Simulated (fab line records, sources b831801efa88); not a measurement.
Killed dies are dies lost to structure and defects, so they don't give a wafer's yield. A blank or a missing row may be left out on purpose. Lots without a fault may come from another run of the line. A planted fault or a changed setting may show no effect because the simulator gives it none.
fab line records | flow sky130 | part 2 of 2: steps 28 to 39 of 39
record lots=5 wafers=15 last_day=49
route steps=708 shown POLY_GATE@204 RES_PROTECT@206 LDD_N@237
lots that met no fault: from a run of the same line without faults
start_h: hours from the record's first day to the start of the lot's first wafer shown | wait_h: hours since the lot's step before | " the same as in the row above | L1.1+2: a row that stands for several wafers | - no value, or no start given | * or withheld: withheld | < > ~ a bound
route shown NAME@n: a module of which the file shows steps, and the number in the route of the first | usual: mean/standard deviation of fault-free wafers | same: alike in all rows | chamber/n: place in a boat | sites: the reading at each site | _std_site: their standard deviation | _edge_site: outer sites' mean less inner sites' | radius_mm: how far each site lies from the wafer's centre | mask NAME#n: copy n | behind: the tool/chamber that last shaped the wafer | hold: why the lot was held/for how many hours/how that ended | device: the transistor (n, p or np) that didn't switch | end of line: the same wafers' tests at the end of the route | a step without rows: its recipe alone | killed: dies lost to structure and defects at the first sort, not the wafer's yield | map: a wafer's dies, x killed, . not, _ none there
set.NAME: the setting as run; set.NAME@STEP: as run at that earlier step | model.NAME: the simulator's own value behind a step, which no gauge read
lots at some steps of the route; a table a step, a row a wafer
services: from which hour (start_h, from the record's first day; less than 0 if before it) a tool's chamber was out of use, for how many hours, and why
## steps
# step SKY_POLY_GATE_ETCH_17
# recipe target_depth_nm=180 stop_on=SiO2 over_etch_frac=0.56667 chemistry=HBr/Cl2 target=poly-Si icp_w=400 bias_w=100 pressure_mtorr=10 HBr_flow_sccm=150 Cl2_flow_sccm=50 time_s=70.5
# usual HBr_flow_sccm=150.0/0.43 chamber_pressure_mTorr=9.999/0.0091 drypump_motor_current_A=5.5/0.44 oes_product_au=0.984/0.0063 rf_fwd_power_W=396.3/1.7 throttle_valve_pct=33.683/0.0087
# same over_etch_frac=0.56667
# columns lot.wafer tool chamber start_h wait_h HBr_flow_sccm chamber_pressure_mTorr drypump_motor_current_A oes_product_au rf_fwd_power_W rf_hours_counter_h throttle_valve_pct
L074.3 rie_si-02 3 369.35 0.0 150.2 10.006 5.9 0.989 396.3 6 33.677
L074.4 " 1 " " 150.6 9.998 6.2 0.985 393.3 1 33.664
L074.6 " 2 " " 149.9 9.991 5.3 0.989 396.9 - 33.686
L077.2 rie_si-02 0 400.95 0.0 149.9 10.012 5.5 0.981 395.8 1 33.684
L077.3 " 1 " " 150.7 10.014 6.2 0.983 393.6 2 33.695
L077.6 " 0 " " 149.8 10.007 5.5 0.987 397.6 - 33.691
L079.1 rie_si-01 2 421.15 0.0 149.8 9.992 5.8 0.982 395.7 2 33.694
L079.3 " 1 " " 149.9 10.004 5.1 0.985 394.3 49 33.671
L079.6 " 0 " " 149.9 10.003 4.7 0.989 397.6 - 33.683
L088.1 rie_si-01 2 492.42 0.0 149.6 10.021 5.8 0.990 397.7 3 33.675
L088.4 " 3 " " 150.0 10.007 5.5 0.989 397.4 6 33.680
L088.5 " 1 " " 150.3 10.000 5.1 0.986 396.2 - 33.683
L089.1 rie_si-01 2 505.53 0.0 150.5 10.000 5.8 0.984 396.0 3 33.685
L089.2 " 3 " " 150.0 10.007 5.5 0.982 397.6 6 33.668
L089.6 " 1 " " 149.9 9.998 5.1 0.989 394.6 - 33.674
# step SKY_POLY_GATE_STRIP_18
# recipe chemistry=O2/N2 power_w=1400 pressure_mtorr=1500 platen_temp_c=withheld o2_flow_sccm=3000 n2_flow_sccm=300 overash_fraction=0.5
# usual chamber_pressure_mTorr=1500.1/1.4 drypump_motor_current_A=5.6/0.47 oes_product_au=0.360/0.005 strip_time_to_endpoint_s=3.16/0.035
# columns lot.wafer tool chamber start_h wait_h chamber_pressure_mTorr drypump_motor_current_A oes_product_au rf_hours_counter_h strip_time_to_endpoint_s
L074.3 plasma_asher-03 1 369.44 0.1 1497.9 5.0 0.359 - 3.09
L074.4 " 0 " " 1499.9 6.5 0.363 - 3.22
L074.6 " 1 " " 1498.9 5.0 0.362 - 3.13
L077.2 plasma_asher-02 1 401.00 0.0 1497.9 5.5 0.364 59 3.19
L077.3 " 1 " " 1500.0 5.5 0.360 - 3.14
L077.6 " 0 " " 1501.2 5.7 0.361 - 3.15
L079.1 plasma_asher-04 1 421.20 0.0 1500.3 5.7 0.362 73 3.13
L079.3 " 0 " " 1500.3 5.1 0.357 - 3.13
L079.6 " 0 " " 1498.0 5.1 0.356 - 3.19
L088.1 plasma_asher-02 1 492.48 0.0 1499.0 5.4 0.361 68 3.07
L088.4 " 0 " " 1499.8 5.7 0.360 - 3.17
L088.5 " 1 " " 1501.5 5.5 0.353 - 3.11
L089.1 plasma_asher-02 0 505.59 0.0 1498.7 5.7 0.350 70 3.19
L089.2 " 1 " " 1500.3 5.4 0.360 70 3.14
L089.6 " 1 " " 1502.9 5.5 0.347 - 3.09
# step SKY_POLY_GATE_CLEAN_19
# recipe chemistry=SC1/SC2 mix=1:4:20 temp_c=70 time_s=150 dry=n2_spin
# columns lot.wafer tool chamber start_h wait_h
L074.3+4+6 wet_bench-04 1 369.50 0.0
L077.2+3+6 wet_bench-02 3 401.10 0.1
L079.1+3+6 wet_bench-03 2 421.30 0.1
L088.1+4+5 wet_bench-03 0 492.58 0.1
L089.1+2+6 wet_bench-03 0 505.69 0.1
# step SKY_POLY_GATE_OXIDATION_20
# recipe temp_c=850 ambient=O2 stabilise_s=600 purge_s=300 target_thk_a=40 ox_time_s=899
# usual spike_tc_bottom_C=866.6/1 spike_tc_centre_C=850.1/1.1 zone_power_lower_pct=13.20/0.13 zone_power_top_pct=32.5/1.1
# columns lot.wafer tool chamber start_h wait_h spike_tc_bottom_C spike_tc_centre_C zone_power_lower_pct zone_power_top_pct
L074.3 furnace-01 0 369.75 0.2 866.8 851.8 13.00 33.7
L074.4 " 0 " " 866.8 849.4 13.16 33.6
L074.6 " 0 " " 866.3 851.4 13.30 33.6
L077.2 furnace-01 0 402.73 1.6 866.8 851.2 12.98 33.4
L077.3 " 0 " " 866.4 851.3 13.02 32.9
L077.6 " 0 " " 865.4 852.1 13.24 34.3
L079.1 furnace-02 0 422.99 1.6 866.0 850.9 13.12 31.5
L079.3 " 0 " " 865.9 848.8 13.26 31.2
L079.6 " 0 " " 867.2 849.7 13.19 31.5
L088.1 furnace-01 0 493.77 1.1 865.5 850.6 13.22 33.8
L088.4 " 0 " " 866.0 849.5 13.13 33.8
L088.5 " 0 " " 867.0 850.5 12.97 33.5
L089.1 furnace-02 0 506.28 0.5 865.5 849.3 13.14 31.3
L089.2 " 0 " " 866.6 849.1 13.29 31.4
L089.6 " 0 " " 867.1 849.8 13.39 31.7
# step SKY_POLY_GATE_THK_MEAS_21
# recipe reads=SiO2_of_POLY_GATE_OXIDATION_20
# usual POLY_GATE_OXIDATION_THK=4.00/0.071
# columns lot.wafer tool chamber start_h wait_h POLY_GATE_OXIDATION_THK[nm]
L074.3 film_metro-01 - 371.03 0.0 3.97
L074.4 " - " " 4.02
L074.6 " - " " 4.04
L077.2 film_metro-04 - 403.99 0.0 4.01
L077.3 " - " " 4.15
L077.6 " - " " 4.04
L079.1 film_metro-01 - 424.24 0.0 3.91
L079.3 " - " " 3.93
L079.6 " - " " 3.99
L088.1 film_metro-02 - 495.02 0.0 3.98
L088.4 " - " " 3.94
L088.5 " - " " 4.01
L089.1 film_metro-02 - 507.53 0.0 4.05
L089.2 " - " " 3.97
L089.6 " - " " 3.90
# step SKY_POLY_GATE_CD_MEAS_22
# usual cd_nm=150.5/2.5
# columns lot.wafer tool chamber start_h wait_h cd_nm
L074.3 cd_sem-02 - 371.12 0.1 150.3
L074.4 " - " " 148.2
L074.6 " - " " 148.8
L077.2 cd_sem-02 - 404.07 0.1 152.9
L077.3 " - " " 147.3
L077.6 " - " " 152.3
L079.1 cd_sem-02 - 424.30 0.1 152.5
L079.3 " - " " 151.2
L079.6 " - " " 152.6
L088.1 cd_sem-02 - 495.08 0.1 152.8
L088.4 " - " " 150.6
L088.5 " - " " 148.2
L089.1 cd_sem-02 - 507.59 0.1 154.7
L089.2 " - " " 149.2
L089.6 " - " " 151.9
# step SKY_LDD_N_DEHYDRATE_00
# recipe temp_c=200 time_s=60
# columns lot.wafer tool chamber start_h wait_h
L074.3+4+6 litho_track-02 0 384.74 13.6
L077.2+3+6 litho_track-04 0 419.24 15.1
L079.1+3+6 litho_track-04 0 438.16 13.8
L088.1+4+5 litho_track-04 0 509.76 14.7
L089.1+2+6 litho_track-04 0 522.31 14.7
# step SKY_LDD_N_HMDS_01
# recipe prime_time_s=60 prime_temp_c=120
# columns lot.wafer tool chamber start_h wait_h
L074.3+4+6 litho_track-02 0 384.89 0.1
L077.2+3+6 litho_track-04 0 419.39 0.1
L079.1+3+6 litho_track-04 0 438.31 0.1
L088.1+4+5 litho_track-04 0 509.91 0.1
L089.1+2+6 litho_track-04 0 522.46 0.1
# step SKY_LDD_N_COAT_02
# recipe resist=NOVOLAK spin_rpm=3000 resist_thk_nm=300
# columns lot.wafer tool chamber start_h wait_h
L074.3+4+6 litho_track-02 0 385.04 0.1
L077.2+3+6 litho_track-04 0 419.54 0.1
L079.1+3+6 litho_track-04 0 438.46 0.1
L088.1+4+5 litho_track-04 0 510.06 0.1
L089.1+2+6 litho_track-04 0 522.61 0.1
# step SKY_LDD_N_SOFTBAKE_03
# recipe temp_c=90 time_s=60 resist=NOVOLAK
# columns lot.wafer tool chamber start_h wait_h
L074.3+4+6 litho_track-02 0 385.19 0.1
L077.2+3+6 litho_track-04 0 419.69 0.1
L079.1+3+6 litho_track-04 0 438.61 0.1
L088.1+4+5 litho_track-04 0 510.21 0.1
L089.1+2+6 litho_track-04 0 522.76 0.1
# step SKY_LDD_N_EXPOSE_04
# recipe mask_id=NTM target_cd_nm=840 na=0.6 source_shape=conventional sigma_outer=0.6 dose_mj=110
# columns lot.wafer tool chamber start_h wait_h mask
L074.3+4+6 iline_stepper-01 0 - - NTM#0
L077.2+3+6 iline_stepper-01 0 - - NTM#0
L079.1+3+6 iline_stepper-02 0 - - NTM#0
L088.1+4+5 iline_stepper-02 0 - - NTM#0
L089.1+2+6 iline_stepper-01 0 - - NTM#0
# step SKY_LDD_N_PEB_05
# recipe temp_c=withheld time_s=* resist=NOVOLAK
# columns lot.wafer tool chamber start_h wait_h
L074.3+4+6 litho_track-04 0 - -
L077.2+3+6 litho_track-01 0 - -
L079.1+3+6 litho_track-04 0 - -
L088.1+4+5 litho_track-04 0 - -
L089.1+2+6 litho_track-01 0 - -
## services
# columns tool chamber start_h hours kind
iline_stepper-01 - 325.59 6.8 repair
iline_stepper-01 - 342.19 4.1 repair
lpcvd-02 - 351.26 6.1 pm
iline_stepper-01 - 359.45 1.7 pm
krf_scanner-02 - 359.64 0.8 pm
rie_diel-02 1 361.86 5.8 repair
iline_stepper-02 - 362.11 1.1 repair
lpcvd-01 - 373.49 0.8 repair
furnace-01 - 375.54 3.9 pm
rie_diel-03 3 434.11 5.3 repair
rie_diel-02 - 435.57 0.2 repair
krf_scanner-02 - 435.82 1.0 pm
krf_scanner-02 - 437.82 1.3 pm
wet_bench-03 - 445.92 1.2 repair
rie_diel-03 1 459.10 8.0 repair
lpcvd-02 - 465.77 2.1 repair
iline_stepper-02 - 474.95 1.7 pm
rie_diel-02 0 491.56 4.9 repair
krf_scanner-02 - 495.74 4.0 pm
rie_diel-03 2 500.78 1.4 repair
krf_scanner-02 - 504.75 0.5 repair
plasma_asher-02 - 513.27 4.5 repair
wet_bench-03 - 518.21 2.9 repair
krf_scanner-02 - 528.44 0.8 pm
